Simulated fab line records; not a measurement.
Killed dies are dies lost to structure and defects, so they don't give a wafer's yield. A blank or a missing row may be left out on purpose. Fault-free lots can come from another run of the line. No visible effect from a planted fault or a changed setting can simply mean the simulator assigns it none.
Which of the tools did it?    flow gf180mcu    12 lots with 36 wafers sampled at 5 steps, on a route of 602 steps

## WHAT THE GAUGES SHOWED, per wafer
GF_V3_THK_MEAS_25: measures by xrf.
lot   measured      on             V3_W_THK (nm)
L422  day 22 09:58  film metro-03  351 348 356
L423  day 22 22:06  film metro-04  343 348 350
L424  day 23 13:14  film metro-03  351 352 353
L426  day 23 19:02  film metro-03  350 348 344
L427  day 24 13:53  film metro-03  356 354 355
L431  day 25 13:56  film metro-03  353 344 351
L439  day 28 02:01  film metro-03  356 348 350
L440  day 28 09:18  film metro-04  346 350 345
L441  day 29 01:38  film metro-03  344 344 350
L442  day 29 03:17  film metro-03  352 345 345
L444  day 29 11:55  film metro-01  350 349 346
L443  day 29 13:47  film metro-01  361 357 357

GF_TOP_METAL_OVL_MEAS_15.
lot   measured      on          TOP_METAL_OVL (nm)
L422  day 28 02:19  overlay-02  -0.2 -0.7 0.9
L423  day 28 12:10  overlay-01  -1.3 0.7 -2.1
L424  day 29 01:47  overlay-02  1.3 1.1 -0.2
L426  day 29 05:26  overlay-01  -1.2 -1.0 -2.3
L427  day 29 21:55  overlay-02  1.0 0.3 1.7
L431  day 30 20:35  overlay-02  -1.1 -1.2 -1.5
L439  day 32 22:09  overlay-02  -0.1 -0.7 -1.7
L440  day 33 03:10  overlay-02  -1.3 -3.1 -1.4
L441  day 33 16:43  overlay-01  -0.5 -1.5 -0.9
L442  day 33 18:19  overlay-02  -2.9 1.8 -1.3
L444  day 34 02:59  overlay-01  -3.3 -2.9 -4.2
L443  day 34 03:22  overlay-01  -1.9 -2.0 -0.3

## TOOL THAT RAN EACH LOT (tool first, then ch and the chambers of the sampled wafers, then the start)
lot   GF_V1_CMP_04                   GF_V1_ETCH_17                                  GF_V1_CMP_26
L422  cmp-02 ch 0,1,2, day 17 03:07  rie diel-02 ch 2,3, day 18 03:13 or earlier    cmp-02 ch 0,1,3, day 18 03:13
L423  cmp-02 ch 0,1,3, day 17 14:58  rie diel-02 ch 0,1,3, day 18 15:41 or earlier  cmp-01 ch 1,2,3, day 18 15:41
L424  cmp-02 ch 0,1,3, day 17 21:05  rie diel-03 ch 0,1,3, day 18 22:13 or earlier  cmp-02 ch 1,2, day 18 22:13
L426  cmp-01 ch 1,2, day 18 11:53    rie diel-03 ch 1,3, day 19 14:20 or earlier    cmp-02 ch 1,2,3, day 19 14:20
L427  cmp-01 ch 0,1, day 19 07:31    rie diel-03 ch 0,1,2, day 20 09:51 or earlier  cmp-01 ch 1,2, day 20 09:51
L431  cmp-02 ch 0,1,2, day 20 11:44  rie diel-03 ch 0,1,2, day 21 13:37 or earlier  cmp-01 ch 0,1,2, day 21 13:37
L439  cmp-02 ch 1,3, day 23 07:43    rie diel-02 ch 1,2,3, day 24 07:42 or earlier  cmp-01 ch 0,2, day 24 07:42
L440  cmp-02 ch 0,1,2, day 23 16:04  rie diel-03 ch 0,2,3, day 24 15:53 or earlier  cmp-02 ch 0,1,2, day 24 15:53
L441  cmp-01 ch 0,1, day 24 11:41    rie diel-03 ch 0,1,3, day 25 10:39 or earlier  cmp-02 ch 1,2, day 25 10:39
L442  cmp-02 ch 0,2,3, day 24 12:53  rie diel-01 ch 0,1, day 25 11:46 or earlier    cmp-02 ch 0,1,2, day 25 11:46
L444  cmp-02 ch 0,1,2, day 25 00:03  rie diel-01 ch 1,2,3, day 25 22:57 or earlier  cmp-02 ch 0,2,3, day 25 22:57
L443  cmp-01 ch 0,1,2, day 25 01:22  rie diel-02 ch 0,2, day 25 23:59 or earlier    cmp-02 ch 0,3, day 25 23:59
- GF_V1_CMP_04: polishes SiO2.
- GF_V1_ETCH_17: etches SiO2 in C4F8/O2/Ar, stops on TiN, target depth 630 nm.
- GF_V1_CMP_26: polishes, stops on SiO2, t overpolish 15 s, target thk 0 nm.

## AS READ BY THE TOOLS THEMSELVES (means over the sampled wafers that have a number; for cases with no such wafer, the mark the record gives instead)
GF_V1_CMP_04.
lot   tool    motor current A (A)  platen rpm (rpm)  slurry filter dp kPa (kPa)  time to endpoint s (s)
L422  cmp-02  12.3                 59.99             13.38                       75
L423  cmp-02  12.3                 60.02             13.56                       81
L424  cmp-02  12.3                 60.00             13.60                       83
L426  cmp-01  12.8                 60.00             13.40                       80
L427  cmp-01  12.6                 59.95             13.58                       80
L431  cmp-02  12.3                 60.01             13.49                       61
L439  cmp-02  12.1                 60.05             13.47                       85
L440  cmp-02  12.2                 59.99             13.44                       79
L441  cmp-01  12.7                 59.99             13.44                       79
L442  cmp-02  11.8                 59.97             13.61                       86
L444  cmp-02  12.3                 60.01             13.33                       80
L443  cmp-01  12.5                 60.02             13.51                       79

GF_V1_ETCH_17.
lot   tool         oes product au (a.u.)
L422  rie diel-02  0.856
L423  rie diel-02  0.859
L424  rie diel-03  0.860
L426  rie diel-03  0.857
L427  rie diel-03  0.851
L431  rie diel-03  0.895
L439  rie diel-02  0.856
L440  rie diel-03  0.855
L441  rie diel-03  0.853
L442  rie diel-01  0.861
L444  rie diel-01  0.856
L443  rie diel-02  0.853

GF_V1_CMP_26.
lot   tool    motor current A (A)  platen rpm (rpm)  slurry filter dp kPa (kPa)
L422  cmp-02  11.3                 59.98             13.50
L423  cmp-01  10.6                 60.00             13.58
L424  cmp-02  10.9                 59.98             13.49
L426  cmp-02  11.0                 60.01             13.55
L427  cmp-01  11.0                 59.99             13.50
L431  cmp-01  11.9                 60.00             13.47
L439  cmp-01  11.7                 59.98             13.36
L440  cmp-02  10.9                 60.03             13.73
L441  cmp-02  11.1                 60.01             13.51
L442  cmp-02  11.5                 59.97             13.46
L444  cmp-02  11.2                 60.03             13.41
L443  cmp-02  11.0                 59.99             13.49

## THE ANSWER, worked out from the rows above alone
Rule: the usual values come from the lots themselves. Put in order of their means at a reading, lots are off if they are a third of the lots or fewer, leave a main group of 4 or more, and stand apart from it by a gap of 3 or more times the standard deviation of the main group's means; of several such gaps the widest counts. A main group is skipped when, at the precision printed for the reading in the tables above, its means are all equal. Also off: a lot with no number at a reading for which 4 or more lots have one. The other lots that the step has rows for count as sound. Order of review: gauges by route order, followed by the tools' own readings, for which a lot's mean as printed above is used. The first step at which some lot is off is used, and at that step the reading that is off furthest; a lot without a number counts as furthest.
Off: L431 (GF_V1_CMP_04, time to endpoint s). Main group: mean 81 s, sd 2.9.
A tool fits if, at that step or a process step before it, it ran every lot that is off, and no sound lot after the first of them. No candidate that was tried fits.

## WHAT HAD BEEN PUT IN BY THE SIMULATOR
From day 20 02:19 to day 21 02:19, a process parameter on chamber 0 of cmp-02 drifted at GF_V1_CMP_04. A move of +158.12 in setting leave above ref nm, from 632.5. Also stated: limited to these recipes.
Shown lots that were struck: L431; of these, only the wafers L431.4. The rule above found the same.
